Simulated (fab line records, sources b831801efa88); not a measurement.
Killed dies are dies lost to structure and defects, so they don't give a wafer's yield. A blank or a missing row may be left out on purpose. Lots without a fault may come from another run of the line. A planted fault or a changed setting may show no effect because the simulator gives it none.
A struck lot beside a sound one | flow sky130 | 19 steps out of a route of 708
Sound: wafers L313.1, L313.2, L313.6. Struck: wafer L327.5. (L327.3, L327.4 of the same lot were not struck and are left out.) The cause comes at the end.
At each step with rows: each side's tool, then ch and its chambers, then its first start. Under that, the readings that differ: sound wafers | struck wafers | difference of the means | sigmas: that difference in standard deviations of wafers without a fault.
alike: readings whose means differ by less than 2 such deviations, and words and numbers that are the same on both sides. not compared: withheld readings, readings that some wafer has no value for, bounds like >300 that may hide the same value, and numbers for which the record gives no deviation and whose values overlap.
The two part at a step that has a row with sigmas, a row that says differs or no value, or rows on one side only. Numbers that don't overlap but have no deviation are shown without sigmas and don't part them. A reading that every wafer of one side lacks parts them only if that side has two wafers or more.

first, 1 step without rows for these wafers: SKY_VIA4_ETCH_12 (etches SiO2 in C4F8/O2/Ar, stops on TiN, target depth 580 nm).
SKY_VIA4_STRIP_13: strips in O2/N2.
  sound on plasma_asher-01 ch 0,1, day 44 17:19; struck on plasma_asher-02 ch 1, day 48 16:04
  alike: drypump_motor_current_A, oes_product_au, strip_time_to_endpoint_s
  not compared: rf_hours_counter_h
then, 3 steps without rows for these wafers: SKY_VIA4_STRIP_14 (strips in post etch residue remover, time 1200 s); SKY_VIA4_CLEAN_15 (cleans in IPA, time 180 s); SKY_VIA4_CLEAN_16 (cleans in O3/DIW).
SKY_VIA4_SPUTTER_17: material TiN, target thk 20 nm, time 80 s.
  sound on pvd_sputter-03, day 44 17:56; struck on pvd_sputter-02, day 48 16:40
  alike: throttle_valve_pct
then, 1 step without rows for these wafers: SKY_VIA4_CVD_18 (deposits W, target thk 505 nm, time 152.14 s).
SKY_VIA4_RS_MEAS_19: measures by four-point-probe.
  sound on film_metro-03, day 44 18:10; struck on film_metro-03, day 48 16:55
  alike: VIA4_W_RS
SKY_VIA4_THK_MEAS_20: measures by xrf.
  sound on film_metro-03, day 44 18:17; struck on film_metro-03, day 48 17:01
  alike: VIA4_W_THK
SKY_VIA4_CMP_21: polishes, stops on SiO2, t overpolish 25 s, target thk 0 nm.
  sound on cmp-02 ch 0,1,2, day 44 18:26; struck on cmp-02 ch 1, day 48 17:04
  alike: motor_current_A, overpolish_run_s, slurry_filter_dp_kPa, time_to_endpoint_s
then, 2 steps without rows for these wafers: SKY_METAL5_SPUTTER_00 (material Ti, target thk 15 nm, time 10 s); SKY_METAL5_SPUTTER_01 (material TiN, target thk 20 nm, time 16.7 s).
SKY_METAL5_SPUTTER_02: material AlCu, target thk 1150 nm, time 61.2 s.
  sound on pvd_sputter-04, day 44 18:41; struck on pvd_sputter-04, day 48 17:25
  reading                                     | sound          | struck | difference | sigmas
  model.AlCu_of_METAL5_SPUTTER_02.thk_nm (nm) | 1147 1159 1175 | 1190   | +30        |
  alike: throttle_valve_pct
SKY_METAL5_SPUTTER_03: material Ti, target thk 5 nm, time 3.3 s.
  sound on pvd_sputter-04, day 44 18:44; struck on pvd_sputter-04, day 48 17:28
  alike: throttle_valve_pct
SKY_METAL5_SPUTTER_04: material TiN, target thk 70 nm, time 58.3 s.
  sound on pvd_sputter-04, day 44 18:45; struck on pvd_sputter-04, day 48 17:29
  alike: throttle_valve_pct
SKY_METAL5_RS_MEAS_05: measures by four-point-probe.
  sound on film_metro-03, day 44 18:48; struck on film_metro-03, day 48 17:34
  reading                 | sound                | struck | difference | sigmas
  METAL5_ALCU_RS (ohm/sq) | 0.0272 0.0269 0.0265 | 0.0262 | -0.0007    | -2
SKY_METAL5_THK_MEAS_06: measures by xrf.
  sound on film_metro-03, day 44 18:55; struck on film_metro-03, day 48 17:40
  alike: METAL5_ALCU_THK
then, 1 step without rows for these wafers: SKY_METAL5_DEHYDRATE_07 (time 60 s).
-- the record jumps here: 2 days lie between the struck wafers' starts before and after (it left off in module METAL5 and takes up again in module PAD_OPEN, whose first step shown is number 708 of the route) --
SKY_PAD_OPEN_PROBE_99:
  sound on prober-01, day 47 14:00; struck on prober-02, day 51 02:20
  reading                 | sound         | struck | difference | sigmas
  killed_dies             | 82 86 86      | 105    | +20        | +2
  sort_bin_5_function (%) | 9.6 10.6 10.4 | 14.0   | +3.8       | +3
  sort_n_pass             | 410 406 406   | 387    | -20        | -2
  alike: defect_limited_yield, killed_at_M0_to_M3, killed_at_M4_up, killed_at_contacts, killed_at_front_end, killed_at_other, killed_open, killed_short, sort_bin_3_pad_short, sort_bin_6_memory, sort_yield_pct
  not compared: model.etest.met5.rs_ohm_sq, model.etest.met5.line_ohm_um

WHERE THEY PART
First at SKY_METAL5_RS_MEAS_05; last, within this record, at SKY_PAD_OPEN_PROBE_99.

WHY: what the simulator had put in
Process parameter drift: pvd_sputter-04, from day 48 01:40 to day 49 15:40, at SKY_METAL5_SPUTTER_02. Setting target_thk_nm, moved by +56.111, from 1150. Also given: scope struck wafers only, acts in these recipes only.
